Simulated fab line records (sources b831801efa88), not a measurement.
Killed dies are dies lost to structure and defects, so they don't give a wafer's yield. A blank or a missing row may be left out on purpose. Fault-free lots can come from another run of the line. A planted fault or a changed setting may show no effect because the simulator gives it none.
Which tool did it? ; flow sfq-line ; 45 wafers from 15 lots sampled at 5 of the route's 325 steps

## WHAT THE GAUGES SHOWED, per wafer
SFQ_R5_THK_MEAS_934: measures by xrf.
lot;measured;on;R5_MONX_THK (nm)
L496;day 65 03:40;film-metro-04;39.8 39.7 39.9
L497;day 65 06:38;film-metro-03;40.5 40.5 40.2
L498;day 65 15:43;film-metro-03;40.2 39.9 40.2
L499;day 66 03:38;film-metro-01;41.0 40.8 41.5
L502;day 67 21:38;film-metro-04;41.1 40.2 40.6
L503;day 67 21:55;film-metro-01;40.7 40.6 40.4
L504;day 68 00:39;film-metro-01;39.4 40.0 39.3
L506;day 68 03:39;film-metro-04;41.0 40.7 41.0
L512;day 69 20:02;film-metro-01;40.5 40.2 40.4
L513;day 70 15:34;film-metro-01;39.9 40.2 39.8
L514;day 70 17:03;film-metro-04;40.8 41.1 41.2
L515;day 70 20:01;film-metro-04;40.9 40.5 40.5
L517;day 70 23:01;film-metro-01;41.3 40.5 40.8
L518;day 71 00:53;film-metro-01;40.6 40.1 40.6
L519;day 71 02:02;film-metro-04;40.3 40.1 40.2

## TOOL THAT RAN EACH LOT (tool first, then ch and the chambers of the sampled wafers, then the start)
lot;SFQ_TRILAYER_I4_VIA_BARC_OPEN_VIA_ETCH_146;SFQ_TRILAYER_JJ_TRILAYER_DEP_SPUTTER_109;SFQ_TRILAYER_M5_BARC_OPEN_METAL_ETCH_161;SFQ_TRILAYER_M5_ETCH_METAL_ETCH_126
L496;rie-diel-04 ch 0,1,3, day 53 05:46;pvd-sputter-05, day 53 06:41;rie-metal-03 ch 0,1, day 64 11:26;rie-metal-03 ch 0,1, day 64 11:32
L497;rie-diel-01 ch 0,2,3, day 53 14:19;pvd-sputter-03, day 53 15:16;rie-metal-03 ch 0,1, day 64 13:49;rie-metal-03 ch 0,1, day 64 13:52
L498;rie-diel-01 ch 2,3, day 53 23:55;pvd-sputter-03, day 54 00:52;rie-metal-01 ch 0,1, day 65 01:10;rie-metal-01 ch 0,1, day 65 01:16
L499;rie-diel-02 ch 0,2,3, day 54 05:55;pvd-sputter-06, day 54 06:52;rie-metal-01 ch 0,1, day 65 08:27;rie-metal-01 ch 0,1, day 65 08:31
L502;rie-diel-01 ch 0,3, day 57 10:17;pvd-sputter-05, day 57 11:14;rie-metal-02 ch 0,1, day 67 06:03;rie-metal-02 ch 0,1, day 67 06:07
L503;rie-diel-04 ch 1,2,3, day 57 11:29;pvd-sputter-06, day 57 12:28;rie-metal-03 ch 0,1, day 67 09:39;rie-metal-03 ch 0,1, day 67 09:43
L504;rie-diel-04 ch 1,2, day 62 15:07;pvd-sputter-03, day 62 16:04;rie-metal-03 ch 0,1, day 67 13:16;rie-metal-03 ch 0,1, day 67 13:22
L506;rie-diel-04 ch 0,1,3, day 63 00:32;pvd-sputter-05, day 63 01:29;rie-metal-01 ch 0,1, day 67 20:28;rie-metal-01 ch 0,1, day 67 20:34
L512;rie-diel-02 ch 0,2, day 64 22:13;pvd-sputter-03, day 64 23:12;rie-metal-03 ch 0,1, day 69 09:40;rie-metal-03 ch 0,1, day 69 09:46
L513;rie-diel-01 ch 1,2,3, day 65 21:39;pvd-sputter-05, day 65 22:37;rie-metal-01 ch 1, day 70 08:27;rie-metal-01 ch 1, day 70 08:31
L514;rie-diel-04 ch 1,2,3, day 66 09:39;pvd-sputter-03, day 66 10:37;rie-metal-02 ch 0,1, day 70 09:40;rie-metal-02 ch 0,1, day 70 09:46
L515;rie-diel-04 ch 0,3, day 67 02:27;pvd-sputter-06, day 67 03:24;rie-metal-01 ch 0,1, day 70 10:51;rie-metal-01 ch 0,1, day 70 10:55
L517;rie-diel-04 ch 0,2,3, day 67 19:15;pvd-sputter-05, day 67 20:12;rie-metal-03 ch 0,1, day 70 13:15;rie-metal-03 ch 0,1, day 70 13:19
L518;rie-diel-04 ch 0,1,2, day 67 21:39;pvd-sputter-05, day 67 22:36;rie-metal-02 ch 0,1, day 70 14:27;rie-metal-02 ch 0,1, day 70 14:31
L519;rie-diel-01 ch 0,2,3, day 68 00:03;pvd-sputter-06, day 68 01:00;rie-metal-01 ch 0,1, day 70 15:39;rie-metal-01 ch 0,1, day 70 15:43
- SFQ_TRILAYER_I4_VIA_BARC_OPEN_VIA_ETCH_146: etches BARC in O2, target depth 125 nm, time 41.7 s.
- SFQ_TRILAYER_JJ_TRILAYER_DEP_SPUTTER_109: material Nb, target thk 150 nm, time 100 s.
- SFQ_TRILAYER_M5_BARC_OPEN_METAL_ETCH_161: etches BARC in O2, target depth 125 nm, time 41.7 s.
- SFQ_TRILAYER_M5_ETCH_METAL_ETCH_126: etches Nb in Cl2/BCl3, stops on SiO2, time 203.2 s, target depth 265 nm.

## AS READ BY THE TOOLS THEMSELVES (means over the sampled wafers that have a number; for cases with no such wafer, the mark the record gives instead)
SFQ_TRILAYER_I4_VIA_BARC_OPEN_VIA_ETCH_146.
lot;tool;bias-w (W);chamber-pressure-mTorr (mTorr);drypump-motor-current-A (A);oes-product-au (a.u.)
L496;rie-diel-04;79.77;30.012;5.9;0.682
L497;rie-diel-01;79.93;30.017;5.7;0.685
L498;rie-diel-01;80.06;29.984;5.5;0.686
L499;rie-diel-02;79.86;29.975;6.0;0.692
L502;rie-diel-01;79.78;29.991;5.7;0.689
L503;rie-diel-04;80.14;30.006;5.9;0.684
L504;rie-diel-04;80.27;29.989;6.0;0.685
L506;rie-diel-04;79.94;30.030;5.9;0.684
L512;rie-diel-02;79.94;29.995;5.9;0.680
L513;rie-diel-01;80.01;29.995;5.4;0.690
L514;rie-diel-04;80.25;30.014;5.8;0.687
L515;rie-diel-04;80.02;30.015;5.6;0.691
L517;rie-diel-04;80.14;30.001;5.6;0.688
L518;rie-diel-04;79.79;30.018;5.7;0.684
L519;rie-diel-01;79.68;30.015;5.7;0.682

SFQ_TRILAYER_JJ_TRILAYER_DEP_SPUTTER_109.
lot;tool;chamber-pressure-pa (Pa);throttle-valve-pct (%)
L496;pvd-sputter-05;0.13320;29.8
L497;pvd-sputter-03;0.13339;30.8
L498;pvd-sputter-03;0.13340;30.3
L499;pvd-sputter-06;0.13336;29.6
L502;pvd-sputter-05;0.13334;29.6
L503;pvd-sputter-06;0.13310;29.8
L504;pvd-sputter-03;0.13351;30.1
L506;pvd-sputter-05;0.13336;29.3
L512;pvd-sputter-03;0.13310;30.4
L513;pvd-sputter-05;0.13308;29.3
L514;pvd-sputter-03;0.13333;30.3
L515;pvd-sputter-06;0.13335;29.8
L517;pvd-sputter-05;0.13330;29.6
L518;pvd-sputter-05;0.13364;29.1
L519;pvd-sputter-06;0.13328;30.3

SFQ_TRILAYER_M5_BARC_OPEN_METAL_ETCH_161.
lot;tool;bias-w (W);chamber-pressure-mTorr (mTorr);drypump-motor-current-A (A);oes-product-au (a.u.)
L496;rie-metal-03;80.01;9.998;6.2;0.686
L497;rie-metal-03;79.96;9.997;6.1;0.688
L498;rie-metal-01;79.98;9.997;5.5;0.681
L499;rie-metal-01;80.01;9.998;5.5;0.683
L502;rie-metal-02;-;-;-;-
L503;rie-metal-03;-;-;-;-
L504;rie-metal-03;-;-;-;-
L506;rie-metal-01;80.09;10.008;5.5;0.686
L512;rie-metal-03;80.10;10.003;6.2;0.684
L513;rie-metal-01;80.10;10.009;5.6;0.686
L514;rie-metal-02;80.02;9.997;5.8;0.680
L515;rie-metal-01;80.23;10.001;5.5;0.683
L517;rie-metal-03;79.78;10.005;6.3;0.684
L518;rie-metal-02;79.88;10.003;5.7;0.684
L519;rie-metal-01;80.02;9.998;5.5;0.684

SFQ_TRILAYER_M5_ETCH_METAL_ETCH_126.
lot;tool;bias-w (W);chamber-pressure-mTorr (mTorr);drypump-motor-current-A (A);oes-product-au (a.u.)
L496;rie-metal-03;79.82;9.999;6.2;0.723
L497;rie-metal-03;79.68;9.994;6.1;0.733
L498;rie-metal-01;79.91;9.994;5.5;0.722
L499;rie-metal-01;80.13;9.993;5.5;0.733
L502;rie-metal-02;80.17;10.004;5.9;0.373
L503;rie-metal-03;79.91;10.002;6.3;0.379
L504;rie-metal-03;79.88;9.988;6.2;0.378
L506;rie-metal-01;80.03;10.005;5.5;0.732
L512;rie-metal-03;79.96;10.006;6.2;0.727
L513;rie-metal-01;79.92;9.998;5.6;0.729
L514;rie-metal-02;79.86;9.994;5.7;0.719
L515;rie-metal-01;80.05;9.997;5.5;0.727
L517;rie-metal-03;79.92;9.998;6.3;0.726
L518;rie-metal-02;79.96;9.992;5.7;0.732
L519;rie-metal-01;80.01;9.998;5.5;0.728

## THE ANSWER, worked out from the rows above alone
Rule: the usual values come from the lots themselves. The widest of any qualifying gaps counts: lots, ordered by their means at a reading, are off when they make up no more than a third of the lots, leave a main group of 4 or more, and stand apart from it by 3 or more times the standard deviation of that group's means. If all means in a main group match to the digits the tables above print for the reading, that group is not used. Also off: a lot with no number at a reading for which 4 or more lots have one. Any other lot the step has rows for is counted as sound. First the gauges in route order, then the tools' own readings, where a lot's mean is used as printed above. At the first step where some lot is off, the reading lying furthest off is the one used; lots without a number count as furthest.
Off, at SFQ_TRILAYER_M5_BARC_OPEN_METAL_ETCH_161 on bias-w: L502, L503, L504. Without a number there: L502, L503, L504. Main group: mean 80.02 W, sd 0.11.
A tool fits if, at that step or a process step before it, it ran every lot that is off, and no sound lot after the first of them. None of those tried fits.

## WHAT HAD BEEN PUT IN BY THE SIMULATOR
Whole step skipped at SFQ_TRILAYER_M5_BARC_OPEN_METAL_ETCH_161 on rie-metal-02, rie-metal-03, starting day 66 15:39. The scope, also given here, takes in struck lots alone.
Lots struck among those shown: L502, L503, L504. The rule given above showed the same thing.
